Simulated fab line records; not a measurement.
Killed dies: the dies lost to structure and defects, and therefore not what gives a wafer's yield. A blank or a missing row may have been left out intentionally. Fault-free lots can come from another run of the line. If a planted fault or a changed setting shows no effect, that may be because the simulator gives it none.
Struck lot and sound lot, side by side	flow sky130	15 out of 708 route steps
Sound: the wafers L859.1, L859.2, L859.4. Struck: wafers L875.2, L875.6 (left out: L875.3, a lot-mate that was not struck); the cause follows at the end.
For every step that has rows: the tool of each side, followed by ch and its chambers, followed by its first start. Under that, the readings that differ: sound wafers	struck wafers	difference of the means	sigmas: that difference in standard deviations of wafers without a fault.
alike: same words and numbers on both sides, and readings whose means sit less than 2 such deviations apart. not compared: any withheld reading, any reading some wafer has no value for, any bound like >300 that may hide the same value, and any number with overlapping values for which the record gives no deviation.
Wherever a step has rows on one side only, a row that says differs or no value, or a row with sigmas, the two part there. Numbers that have no deviation but don't overlap get no sigmas and don't part them. A reading that every wafer of one side lacks parts them only if that side has two wafers or more.

first, 1 step without rows for these wafers: SKY_VIA1_CMP_24 (polishes, stops on SiO2, t overpolish 15 s, target thk 0 nm).
SKY_METAL2_SPUTTER_00: material Ti, target thk 15 nm, time 10 s.
  sound on pvd sputter-04 at day 34 19:26; struck on pvd sputter-02 at day 39 11:34
  alike: cathode dc power W, throttle valve pct
SKY_METAL2_SPUTTER_01: material TiN, target thk 20 nm, time 16.7 s.
  sound on pvd sputter-04 at day 34 19:28; struck on pvd sputter-02 at day 39 11:35
reading	sound	struck	difference	sigmas
cathode dc power W (W)	6500.8 6502.3 6501.0	6497.4 6499.3	-3.0	-3
  alike: throttle valve pct
SKY_METAL2_SPUTTER_02: material AlCu, target thk 250 nm, time 13.3 s.
  sound on pvd sputter-04 at day 34 19:29; struck on pvd sputter-02 at day 39 11:37
  alike: cathode dc power W, throttle valve pct
SKY_METAL2_SPUTTER_03: material Ti, target thk 5 nm, time 3.3 s.
  sound on pvd sputter-04 at day 34 19:31; struck on pvd sputter-02 at day 39 11:38
reading	sound	struck	difference	sigmas
cathode dc power W (W)	3000.1 3000.4 3000.4	2999.4 2998.8	-1.2	-2
  alike: throttle valve pct
SKY_METAL2_SPUTTER_04: material TiN, target thk 70 nm, time 58.3 s.
  sound on pvd sputter-04 at day 34 19:32; struck on pvd sputter-02 at day 39 11:39
  alike: cathode dc power W, throttle valve pct
SKY_METAL2_RS_MEAS_05: measures by four-point-probe.
  sound on film metro-04 at day 34 19:34; struck on film metro-03 at day 39 11:43
reading	sound	struck	difference	sigmas
METAL2_ALCU_RS (ohm/sq)	0.1263 0.1256 0.1260	0.1288 0.1287	+0.0028	+2
SKY_METAL2_THK_MEAS_06: measures by xrf.
  sound on film metro-04 at day 34 19:41; struck on film metro-03 at day 39 11:50
  alike: METAL2_ALCU_THK
then, 4 steps without rows for these wafers: SKY_METAL2_DEHYDRATE_07 (time 60 s); SKY_METAL2_HMDS_08 (prime time 60 s); SKY_METAL2_COAT_09 (resist thk 60 nm); SKY_METAL2_COAT_10 (resist thk 450 nm).
SKY_METAL2_SOFTBAKE_11: time 90 s.
  sound on litho track-03 ch 0, day 35 08:00; struck on litho track-03 ch 0, day 40 00:00
reading	sound	struck	difference	sigmas
heater power total W (W)	57.26 57.49 57.30	62.28 62.51	+5.04	+46
run length s (s)	118.94 118.89 118.93	99.42 99.30	-19.56	-99 or more
then, 1 step without rows for these wafers: SKY_METAL2_EXPOSE_12 (exposes mask MM2, target cd 140 nm).
-- the record jumps here: 10 days lie between the struck wafers' starts before and after (it left off in module METAL2 and takes up again in module PAD_OPEN, whose first step shown is number 708 of the route) --
SKY_PAD_OPEN_PROBE_99:
  sound on prober-01 at day 46 10:43; struck on prober-01 at day 50 00:08
  alike: defect limited yield, killed_at_M0_to_M3, killed_at_M4_up, killed at contacts, killed at front end, killed at other, killed dies, killed open, killed short, sort_bin_3_pad_short, sort_bin_5_function, sort_bin_6_memory, sort n pass, sort yield pct

== WHERE THEY PART ==
First at SKY_METAL2_SPUTTER_01; last, within this record, at SKY_METAL2_SOFTBAKE_11. Later steps at which nothing parts them and some readings are alike: SKY_PAD_OPEN_PROBE_99.

WHY: the cause the simulator had injected
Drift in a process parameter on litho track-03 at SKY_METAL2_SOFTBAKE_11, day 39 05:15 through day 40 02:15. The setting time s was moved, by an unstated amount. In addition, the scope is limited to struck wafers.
